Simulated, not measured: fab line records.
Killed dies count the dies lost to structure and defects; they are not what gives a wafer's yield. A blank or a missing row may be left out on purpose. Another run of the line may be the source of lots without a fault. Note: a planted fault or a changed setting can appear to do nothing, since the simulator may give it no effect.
fab line records	flow sky130
[record] lots = 15	wafers = 45	lastDay = 50
route steps=708 shown VT_ADJUST_HVTR@140
lots with no fault: from the same line, run without faults
startH: start of the lot's first displayed wafer, in hours after the record's first day	waitH: hours from the lot's prior step to this one	" same as the row above	L1.1+2: several wafers, shown together as one row	- no value, or no start was given	* or withheld: withheld	< > ~ a bound
route shown NAME@n: a module of which the file shows steps, and the number in the route of the first	usual: average and standard deviation across the fault-free wafers	same: alike in all rows	chamber/n: place in a boat	sites: per-site readings	_std_site: standard deviation across them	_edge_site: mean of outer sites minus mean of inner sites	radiusMm: how far each site lies from the wafer's centre	mask NAME#n: copy n	behind: the last tool/chamber to shape the wafer	hold: reason for holding the lot/hours on hold/outcome of the hold	device: the transistor (n, p or np) that didn't switch	end of line: the same wafers' tests at the end of the route	for a step that has no rows: nothing shown but its recipe	killed: at the first sort, the dies lost to defects and structure; wafer yield is something else	map: a wafer's dies, marking killed ones x, the rest . and places with no die _
set.NAME: the setting the step ran with; set.NAME@STEP: the setting that earlier step ran with	model.NAME: the simulator's own value behind a step, which no gauge read
the route's steps for a sample of lots (tables are steps, rows are wafers)
services: from which hour (startH, from the record's first day; less than 0 if before it) a tool's chamber was out of use, for how many hours, and why
[[steps]]
[step SKY_VT_ADJUST_HVTR_IMPLANT_09]
[recipe] species = B	energyKev = 10	doseCm2 = 2.068e+12	tiltDeg = withheld
lot.wafer	tool	chamber	startH	waitH
L602.1+2+6	implanter-01	0	200.78	0.0
L604.1+5+6	implanter-03	0	215.03	0.0
L606.1+5+6	implanter-03	0	227.38	0.0
L607.2+4+6	implanter-02	0	236.56	0.0
L608.1+2+4	implanter-02	0	243.66	0.0
L609.4+5+6	implanter-02	0	245.63	0.1
L610.1+2+3	implanter-01	0	254.88	0.0
L611.1+2+3	implanter-02	0	268.03	0.0
L611.1+2+3	implanter-02	0	268.65	0.6
L615.2+3+6	implanter-02	0	297.88	0.0
L615.2+3+6	implanter-02	0	298.20	0.3
L618.2+3+5	implanter-01	0	319.38	0.0
L619.1+3+4	implanter-03	0	333.11	0.0
L620.2+3+5	implanter-01	0	333.76	0.0
L620.2+3+5	implanter-01	0	334.07	0.3
L622.1+2+6	implanter-02	0	352.06	0.0
L623.3+4+6	implanter-01	0	361.80	0.1
L625.1+3+4	implanter-03	0	375.53	0.0
[step SKY_VT_ADJUST_HVTR_TW_MEAS_11]
[usual] VT_ADJUST_HVTR_TW = 210.1/2.8
lot.wafer	tool	chamber	startH	waitH	VT_ADJUST_HVTR_TW
L602.1	filmMetro-03	-	201.03	0.1	211.3
L602.2	"	-	"	"	211.0
L602.6	"	-	"	"	211.4
L604.1	filmMetro-04	-	215.28	0.1	210.9
L604.5	"	-	"	"	210.9
L604.6	"	-	"	"	211.6
L606.1	filmMetro-04	-	227.62	0.1	211.5
L606.5	"	-	"	"	212.0
L606.6	"	-	"	"	212.2
L607.2	filmMetro-04	-	236.79	0.1	212.8
L607.4	"	-	"	"	212.6
L607.6	"	-	"	"	213.0
L608.1	filmMetro-01	-	243.91	0.1	206.6
L608.2	"	-	"	"	207.0
L608.4	"	-	"	"	207.9
L609.4	filmMetro-03	-	245.84	0.1	211.2
L609.5	"	-	"	"	212.0
L609.6	"	-	"	"	212.3
L610.1	filmMetro-03	-	255.13	0.1	210.9
L610.2	"	-	"	"	211.3
L610.3	"	-	"	"	212.6
L611.1	filmMetro-04	-	268.90	0.1	262.2
L611.2	"	-	"	"	261.2
L611.3	"	-	"	"	262.4
L615.2	filmMetro-01	-	298.43	0.1	251.9
L615.3	"	-	"	"	251.5
L615.6	"	-	"	"	253.2
L618.2	filmMetro-03	-	319.62	0.1	212.6
L618.3	"	-	"	"	212.4
L618.5	"	-	"	"	211.8
L619.1	filmMetro-03	-	333.36	0.1	212.5
L619.3	"	-	"	"	212.9
L619.4	"	-	"	"	212.0
L620.2	filmMetro-01	-	334.42	0.1	254.0
L620.3	"	-	"	"	253.7
L620.5	"	-	"	"	252.9
L622.1	filmMetro-01	-	352.31	0.1	208.2
L622.2	"	-	"	"	207.8
L622.6	"	-	"	"	209.1
L623.3	filmMetro-01	-	362.02	0.1	209.7
L623.4	"	-	"	"	210.5
L623.6	"	-	"	"	210.4
L625.1	filmMetro-03	-	375.78	0.1	211.9
L625.3	"	-	"	"	211.7
L625.4	"	-	"	"	210.0
[[services]]
tool	chamber	startH	hours	kind
implanter-03	-	221.33	2.1	repair
implanter-01	-	324.82	3.4	pm
implanter-02	-	362.29	2.5	repair
[[key]]
[firstSign] step = SKY_VT_ADJUST_HVTR_IMPLANT_09	reading = visit	direction = added
[effect] step = SKY_VT_ADJUST_HVTR_TW_MEAS_11	reading = VT_ADJUST_HVTR_TW	direction = up	sigmas = 16	usual = 210.1	struck = 255.9
metAt SKY_VT_ADJUST_HVTR_IMPLANT_09
struckLots L611,L615,L620
testerLeftOut L611,L615,L620
[fault] kind = repeatedStepWhole	tool = implanter-01,implanter-02,implanter-03	chamber = -	onsetH = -	steps = SKY_VT_ADJUST_HVTR_IMPLANT_09	times = 1	scope = struckLotsOnly
// testerLeftOut: of these lots the tester's yield and bins aren't shown, on N5 and GAA mostly nor the transistor test; their killed dies are dies lost to structure and defects alone, not to doping, threshold or leakage, so they don't give the yield
